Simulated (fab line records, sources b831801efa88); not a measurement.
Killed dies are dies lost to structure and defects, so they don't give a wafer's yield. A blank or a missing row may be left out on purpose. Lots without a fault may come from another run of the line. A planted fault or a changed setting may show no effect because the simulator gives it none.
A struck lot beside a sound one | flow sky130 | 21 steps out of a route of 708
Sound: wafers L415.1, L415.3, L415.6. Struck: wafers L412.1, L412.2, L412.5. The cause comes at the end.
At each step with rows: each side's tool, then ch and its chambers, then its first start. Under that, the readings that differ: sound wafers | struck wafers | difference of the means | sigmas: that difference in standard deviations of wafers without a fault.
alike: readings whose means differ by less than 2 such deviations, and words and numbers that are the same on both sides. not compared: withheld readings, readings that some wafer has no value for, bounds like >300 that may hide the same value, and numbers for which the record gives no deviation and whose values overlap.
The two part at a step that has a row with sigmas, a row that says differs or no value, or rows on one side only. Numbers that don't overlap but have no deviation are shown without sigmas and don't part them. A reading that every wafer of one side lacks parts them only if that side has two wafers or more.

first, 1 step without rows for these wafers: SKY_POLY_GATE_OXIDATION_20 (stabilise 600 s, purge 300 s, target thk 4 nm).
SKY_POLY_GATE_THK_MEAS_21:
  sound on film_metro-04, day 20 03:40; struck on film_metro-03, day 18 10:30
  alike: POLY_GATE_OXIDATION_THK
SKY_POLY_GATE_CD_MEAS_22:
  sound on cd_sem-02, day 20 03:43; struck on cd_sem-01, day 18 10:34
  alike: cd_nm
then, 7 steps without rows for these wafers: SKY_LDD_N_DEHYDRATE_00 (time 60 s); SKY_LDD_N_HMDS_01 (prime time 60 s); SKY_LDD_N_COAT_02 (resist thk 300 nm); SKY_LDD_N_SOFTBAKE_03 (time 60 s); SKY_LDD_N_EXPOSE_04 (exposes mask NTM, target cd 840 nm); SKY_LDD_N_PEB_05; SKY_LDD_N_DEVELOP_06 (develop time 60 s).
SKY_LDD_N_OVL_MEAS_07:
  sound on overlay-02, day 21 10:43; struck on overlay-01, day 19 16:58
  alike: LDD_N_OVL
then, 1 step without rows for these wafers: SKY_LDD_N_IMPLANT_08.
SKY_LDD_N_IMPLANT_09:
  sound on implanter-02 ch 0, day 21 10:55; struck on implanter-04, day 19 17:10
  no value came back on the struck wafers for beam_energy_keV, beam_on_s (s); on the sound wafers beam_energy_keV reads 20.007 19.986 19.995
then, 6 steps without rows for these wafers: SKY_LDD_N_IMPLANT_10; SKY_LDD_N_IMPLANT_11; SKY_LDD_N_IMPLANT_12; SKY_LDD_N_IMPLANT_13; SKY_LDD_N_IMPLANT_14; SKY_LDD_N_IMPLANT_15.
SKY_LDD_N_STRIP_16: strips in O2/N2.
  sound on plasma_asher-04 ch 1, day 21 11:58; struck on plasma_asher-02 ch 0,1, day 19 18:13
  reading                      | sound             | struck            | difference | sigmas
  strip_time_to_endpoint_s (s) | 4.339 4.323 4.325 | 4.156 4.162 4.156 | -0.171     | -14
  alike: drypump_motor_current_A, oes_product_au
  not compared: rf_hours_counter_h
SKY_LDD_N_TW_MEAS_17:
  sound on film_metro-01, day 21 12:04; struck on film_metro-02, day 19 18:19
  reading  | sound          | struck         | difference | sigmas
  LDD_N_TW | 2645 2637 2646 | 2482 2482 2475 | -163       | -6

WHERE THEY PART
First at SKY_LDD_N_IMPLANT_09; last, within this record, at SKY_LDD_N_TW_MEAS_17.

WHY: what the simulator had put in
Skipped step whole: implanter-04, from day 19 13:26 on, at SKY_LDD_N_IMPLANT_09. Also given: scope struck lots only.
